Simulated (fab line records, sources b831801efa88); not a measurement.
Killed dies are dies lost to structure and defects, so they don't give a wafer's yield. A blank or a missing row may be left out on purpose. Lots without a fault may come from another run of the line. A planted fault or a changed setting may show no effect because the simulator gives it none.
Which tool did it? | flow sky130 | 11 lots, 30 wafers sampled, at 5 steps of a route of 708

WHAT THE GAUGES READ, wafer by wafer
SKY_POLY_CUT_CD_MEAS_08: target cd 270 nm. Usual: cd_nm 270.1 nm, standard deviation 1.1.
lot  | measured     | on        | cd_nm (nm)        | flag
L614 | day 25 03:05 | cd_sem-02 | 269.8 269.3 268.2 |
L617 | day 26 00:39 | cd_sem-02 | 272.7 271.7 272.5 |
L618 | day 26 10:04 | cd_sem-02 | 270.6 271.4 270.9 |
L620 | day 26 22:04 | cd_sem-02 | 268.6 267.0 267.7 |
L622 | day 27 13:52 | cd_sem-01 | 269.6 270.1 269.3 |
L624 | day 28 15:32 | cd_sem-01 | 269.7 270.8 271.1 |
L625 | day 28 21:17 | cd_sem-02 | 269.2 270.6       |
L626 | day 29 06:50 | cd_sem-01 | 268.9 268.5 269.9 |
L627 | day 29 16:23 | cd_sem-01 | 269.7 269.2       |
L628 | day 29 22:39 | cd_sem-01 | 271.0 270.2       |
L634 | day 31 16:17 | cd_sem-01 | 270.8 271.1 271.1 |

SKY_VIA2_THK_MEAS_01. Usual: VIA2_HDPCVD_THK 1175 nm, standard deviation 11.
lot  | measured     | on            | VIA2_HDPCVD_THK (nm) | flag
L614 | day 36 08:07 | film_metro-04 | 1175 1172 1192       |
L617 | day 37 03:14 | film_metro-02 | 1191 1186 1194       |
L618 | day 37 11:59 | film_metro-04 | 1165 1180 1172       |
L620 | day 37 18:57 | film_metro-04 | 1160 1172 1167       |
L622 | day 38 09:22 | film_metro-04 | 1179 1170 1174       |
L624 | day 39 08:17 | film_metro-02 | 1173 1167 1165       |
L625 | day 39 15:26 | film_metro-02 | 1172 1045            | OFF
L626 | day 39 21:19 | film_metro-04 | 1175 1197 1175       |
L627 | day 40 06:19 | film_metro-02 | 1177 1041            | OFF
L628 | day 40 12:48 | film_metro-04 | 1171 1053            | OFF
L634 | day 41 23:07 | film_metro-04 | 1180 1178 1174       |

WHICH TOOL RAN EACH LOT (tool, then ch and the chambers of the sampled wafers, then the start)
lot  | SKY_LDD_HVP_STRIP_09                 | SKY_POLY_CUT_ETCH_10               | SKY_VIA2_HDPCVD_00
L614 | plasma_asher-01 ch 0,1, day 22 12:18 | rie_diel-02 ch 0,2,3, day 25 03:13 | hdpcvd-02 ch 0,1,2, day 36 07:58
L617 | plasma_asher-01 ch 0,1, day 23 09:23 | rie_diel-02 ch 0,3, day 26 00:46   | hdpcvd-01 ch 1,2, day 37 03:06
L618 | plasma_asher-01 ch 1, day 23 19:38   | rie_diel-03 ch 0,1, day 26 10:13   | hdpcvd-02 ch 0,1, day 37 11:52
L620 | plasma_asher-03 ch 0,1, day 24 07:05 | rie_diel-01 ch 0,1,3, day 26 22:13 | hdpcvd-02 ch 0,2, day 37 18:49
L622 | plasma_asher-03 ch 0,1, day 24 23:26 | rie_diel-02 ch 0,1,3, day 27 14:01 | hdpcvd-02 ch 0,1,2, day 38 09:14
L624 | plasma_asher-04 ch 0,1, day 26 02:55 | rie_diel-01 ch 0,1, day 28 15:39   | hdpcvd-01 ch 0,1, day 39 08:08
L625 | plasma_asher-03 ch 0,1, day 26 06:56 | rie_diel-02 ch 1,3, day 28 21:22   | hdpcvd-02 ch 0,2, day 39 15:20
L626 | plasma_asher-04 ch 0,1, day 26 15:35 | rie_diel-02 ch 0,1,3, day 29 06:57 | hdpcvd-01 ch 0,1, day 39 21:11
L627 | plasma_asher-04 ch 0,1, day 27 02:09 | rie_diel-02 ch 1,3, day 29 16:31   | hdpcvd-02 ch 1,2, day 40 06:11
L628 | plasma_asher-04 ch 0,1, day 27 10:04 | rie_diel-03 ch 1,3, day 29 22:45   | hdpcvd-02 ch 0,2, day 40 12:43
L634 | plasma_asher-04 ch 0,1, day 29 04:47 | rie_diel-01 ch 1,3, day 31 16:25   | hdpcvd-01 ch 0,1,2, day 41 22:59
- SKY_LDD_HVP_STRIP_09: strips in O2/N2.
- SKY_POLY_CUT_ETCH_10: etches BARC in N2/H2, stops on SiO2, time 45.9 s, target depth 60 nm.
- SKY_VIA2_HDPCVD_00: deposits SiO2, target thk 1180 nm, time 196.7 s.

WHAT THE TOOLS THEMSELVES READ (means of the sampled wafers that have a number; where no wafer has one, the mark that the record gives instead)
SKY_LDD_HVP_STRIP_09. Usual: drypump_motor_current_A 5.5 A, standard deviation 0.38; n2_flow_sccm 300.0 sccm, standard deviation 1.3; o2_flow_sccm 3000 sccm, standard deviation 9.6; oes_product_au 0.408 a.u., standard deviation 0.0047; strip_time_to_endpoint_s 4.133 s, standard deviation 0.013.
lot  | tool            | drypump_motor_current_A (A) | n2_flow_sccm (sccm) | o2_flow_sccm (sccm) | oes_product_au (a.u.) | strip_time_to_endpoint_s (s) | flag
L614 | plasma_asher-01 | 5.7                         | 299.5               | 3003                | 0.406                 | 4.153                        |
L617 | plasma_asher-01 | 5.4                         | 300.0               | 2999                | 0.406                 | 4.137                        |
L618 | plasma_asher-01 | 5.1                         | 300.0               | 3004                | 0.408                 | 4.135                        |
L620 | plasma_asher-03 | 5.3                         | 300.3               | 2996                | 0.408                 | 4.134                        |
L622 | plasma_asher-03 | 5.3                         | 300.4               | 2998                | 0.411                 | 4.128                        |
L624 | plasma_asher-04 | 5.5                         | 301.3               | 3001                | 0.411                 | 4.140                        |
L625 | plasma_asher-03 | 5.3                         | 299.2               | 3002                | 0.410                 | 4.131                        |
L626 | plasma_asher-04 | 5.6                         | 300.5               | 2999                | 0.404                 | 4.143                        |
L627 | plasma_asher-04 | 5.7                         | 299.1               | 3000                | 0.411                 | 4.128                        |
L628 | plasma_asher-04 | 5.7                         | 299.5               | 2984                | 0.408                 | 4.142                        |
L634 | plasma_asher-04 | 5.6                         | 300.2               | 2998                | 0.407                 | 4.118                        |

SKY_POLY_CUT_ETCH_10. Usual: drypump_motor_current_A 5.9 A, standard deviation 0.49; n2_flow_sccm 100.03 sccm, standard deviation 0.27; oes_product_au 0.855 a.u., standard deviation 0.0045; throttle_valve_pct 13.225 %, standard deviation 0.0086.
lot  | tool        | drypump_motor_current_A (A) | n2_flow_sccm (sccm) | oes_product_au (a.u.) | throttle_valve_pct (%) | flag
L614 | rie_diel-02 | 5.9                         | 100.05              | 0.857                 | 13.231                 |
L617 | rie_diel-02 | 6.1                         | 100.37              | 0.859                 | 13.236                 |
L618 | rie_diel-03 | 6.4                         | 100.01              | 0.854                 | 13.224                 |
L620 | rie_diel-01 | 5.8                         | 99.91               | 0.856                 | 13.227                 |
L622 | rie_diel-02 | 5.8                         | 100.07              | 0.853                 | 13.223                 |
L624 | rie_diel-01 | 5.9                         | 99.96               | 0.853                 | 13.216                 |
L625 | rie_diel-02 | 5.5                         | 99.91               | 0.859                 | 13.221                 |
L626 | rie_diel-02 | 5.8                         | 99.98               | 0.859                 | 13.227                 |
L627 | rie_diel-02 | 5.4                         | 100.00              | 0.853                 | 13.218                 |
L628 | rie_diel-03 | 5.6                         | 99.97               | 0.855                 | 13.221                 |
L634 | rie_diel-01 | 5.7                         | 99.88               | 0.854                 | 13.216                 |

SKY_VIA2_HDPCVD_00. Usual: run_length_s 224.6 s, standard deviation 0.6.
lot  | tool      | run_length_s (s) | flag
L614 | hdpcvd-02 | 224.3            |
L617 | hdpcvd-01 | 225.3            |
L618 | hdpcvd-02 | 224.7            |
L620 | hdpcvd-02 | 224.3            |
L622 | hdpcvd-02 | 224.2            |
L624 | hdpcvd-01 | 224.5            |
L625 | hdpcvd-02 | 213.1            | OFF
L626 | hdpcvd-01 | 225.0            |
L627 | hdpcvd-02 | 212.8            | OFF
L628 | hdpcvd-02 | 213.3            | OFF
L634 | hdpcvd-01 | 224.9            |

THE ANSWER, worked out from the rows above alone
Rule: a lot is off if the mean of its wafers that have a number lies more than 3 standard deviations from the usual mean. A lot without any number at a reading at which 4 lots or more have one is off too. The other lots that the step has rows for count as sound. The gauges are gone through in route order, then the tools' own readings, and for those a lot's mean is taken as printed above. The first step at which some lot is off is used, and at that step the reading that is off furthest; a lot without a number counts as furthest.
Off: L625, L627, L628, at SKY_VIA2_THK_MEAS_01 (VIA2_HDPCVD_THK).
A tool fits if, at a process step before that reading, it ran every lot that is off, and no sound lot after the first of them. The gauges at SKY_VIA2_THK_MEAS_01 aren't tried: what is off there is off at SKY_VIA2_HDPCVD_00 too, on other tools, and a gauge's error can't cause that. One fits: hdpcvd-02 at SKY_VIA2_HDPCVD_00. Its last sound lot is L622 (day 38 09:14), its first lot that is off L625 (day 39 15:20): a fault that began between those two fits.
The tool's own readings at SKY_VIA2_HDPCVD_00 bear it out: on the lots that are off they differ by more than 5 times the standard deviation of the sound lots' means. run_length_s reads 213.1 s there against 224.7 s on the sound lots.

WHAT THE SIMULATOR HAD PUT IN
Process parameter drift: hdpcvd-02, from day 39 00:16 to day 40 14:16, at SKY_VIA2_HDPCVD_00. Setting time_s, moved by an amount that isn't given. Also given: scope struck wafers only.
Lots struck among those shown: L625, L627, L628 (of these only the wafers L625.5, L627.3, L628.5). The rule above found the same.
